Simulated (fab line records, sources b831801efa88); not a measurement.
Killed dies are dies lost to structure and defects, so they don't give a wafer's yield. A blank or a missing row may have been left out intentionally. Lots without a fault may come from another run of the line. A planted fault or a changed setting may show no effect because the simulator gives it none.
A struck lot beside a sound one + flow sky130 + 15 out of 708 route steps
Sound: wafers L623.2, L623.3, L623.4. Struck: wafer L613.2 (L613.4, L613.6, from the same lot, were not struck and are left out); the cause is given at the end.
For every step that has rows: the tool of each side, followed by ch and its chambers, followed by its first start. Under that, the readings that differ: sound wafers + struck wafers + difference of the means + sigmas: that difference in standard deviations of wafers without a fault.
alike: words and numbers the same on both sides, and readings whose means are apart by under 2 such deviations; not compared: readings that were withheld, readings missing a value for some wafer, numbers with overlapping values and no deviation given by the record, and bounds like >300 which may hide the same value.
A row with sigmas, a row that says differs or no value, or rows on one side alone: a step with any of these is where the two part. Numbers that have no deviation but don't overlap get no sigmas and don't part them. A reading that every wafer of one side lacks parts them only if that side has two wafers or more.

first, 4 steps without rows for these wafers: SKY_VIA3_STRIP_16 (strips in O2/N2); SKY_VIA3_STRIP_17 (strips in post etch residue remover, time 1200 s); SKY_VIA3_CLEAN_18 (cleans in IPA, time 180 s); SKY_VIA3_CLEAN_19 (cleans in O3/DIW).
SKY_VIA3_SPUTTER_20: material TiN, target thk 20 nm, time 80 s.
  sound: pvd-sputter-03 at day 43 15:08; struck: pvd-sputter-01 at day 41 06:17
  alike: chamber-pressure-pa, throttle-valve-pct
SKY_VIA3_CVD_21: deposits W, target thk 390 nm, time 117.31 s.
  sound on cvd-w-01 ch 0,1, day 43 15:11; struck on cvd-w-02 ch 0, day 41 06:23
| reading            | sound       | struck | difference | sigmas |
|--------------------|-------------|--------|------------|--------|
| heater-power-w (W) | 844 821 831 | 1041   | +209       | +2     |
SKY_VIA3_RS_MEAS_22: measurement is done with a four-point probe.
  sound: film-metro-01 at day 43 15:20; struck: film-metro-01 at day 41 06:37
  alike: VIA3_W_RS
SKY_VIA3_THK_MEAS_23: measures by xrf.
  sound: film-metro-01 at day 43 15:26; struck: film-metro-01 at day 41 06:44
  alike: VIA3_W_THK
then, 1 step without rows for these wafers: SKY_VIA3_CMP_24 (polishes, stops on SiO2, t overpolish 20 s, target thk 0 nm).
SKY_METAL4_SPUTTER_00: material Ti, target thk 15 nm, time 10 s.
  sound: pvd-sputter-01 at day 43 15:47; struck: pvd-sputter-04 at day 41 07:05
  alike: chamber-pressure-pa, throttle-valve-pct
SKY_METAL4_SPUTTER_01: material TiN, target thk 20 nm, time 16.7 s.
  sound: pvd-sputter-01 at day 43 15:49; struck: pvd-sputter-04 at day 41 07:06
  alike: chamber-pressure-pa, throttle-valve-pct
SKY_METAL4_SPUTTER_02: material AlCu, target thk 735 nm, time 39.1 s.
  sound: pvd-sputter-01 at day 43 15:50; struck: pvd-sputter-04 at day 41 07:08
  alike: chamber-pressure-pa, throttle-valve-pct
SKY_METAL4_SPUTTER_03: material Ti, target thk 5 nm, time 3.3 s.
  sound: pvd-sputter-01 at day 43 15:53; struck: pvd-sputter-04 at day 41 07:10
| reading                  | sound                | struck | difference | sigmas |
|--------------------------|----------------------|--------|------------|--------|
| chamber-pressure-pa (Pa) | 0.3991 0.3991 0.4002 | 0.3505 | -0.0490    | -35    |
| throttle-valve-pct (%)   | 29.8 29.6 31.3       | 31.8   | +1.6       | +2     |
then, 1 step without rows for these wafers: SKY_METAL4_SPUTTER_04 (material TiN, target thk 70 nm, time 58.3 s).
-- the record jumps here: 6 days lie between the struck wafers' starts before and after (it left off in module METAL4 and takes up again in module PAD_OPEN, whose first step shown is number 708 of the route) --
SKY_PAD_OPEN_PROBE_99:
  sound: prober-02 at day 49 01:07; struck: prober-01 at day 47 00:52
| reading         | sound | struck | difference | sigmas |
|-----------------|-------|--------|------------|--------|
| killed_at_M4_up | 2 3 1 | 8      | +6         | +3     |
  alike: defect-limited-yield, killed_at_M0_to_M3, killed-at-contacts, killed-at-front-end, killed-at-other, killed-dies, killed-open, killed-short, sort_bin_3_pad_short, sort_bin_5_function, sort_bin_6_memory, sort-n-pass, sort-yield-pct

## WHERE THEY PART
Last at SKY_PAD_OPEN_PROBE_99 as far as this record goes, first at SKY_VIA3_CVD_21.

WHY: what the simulator had put in
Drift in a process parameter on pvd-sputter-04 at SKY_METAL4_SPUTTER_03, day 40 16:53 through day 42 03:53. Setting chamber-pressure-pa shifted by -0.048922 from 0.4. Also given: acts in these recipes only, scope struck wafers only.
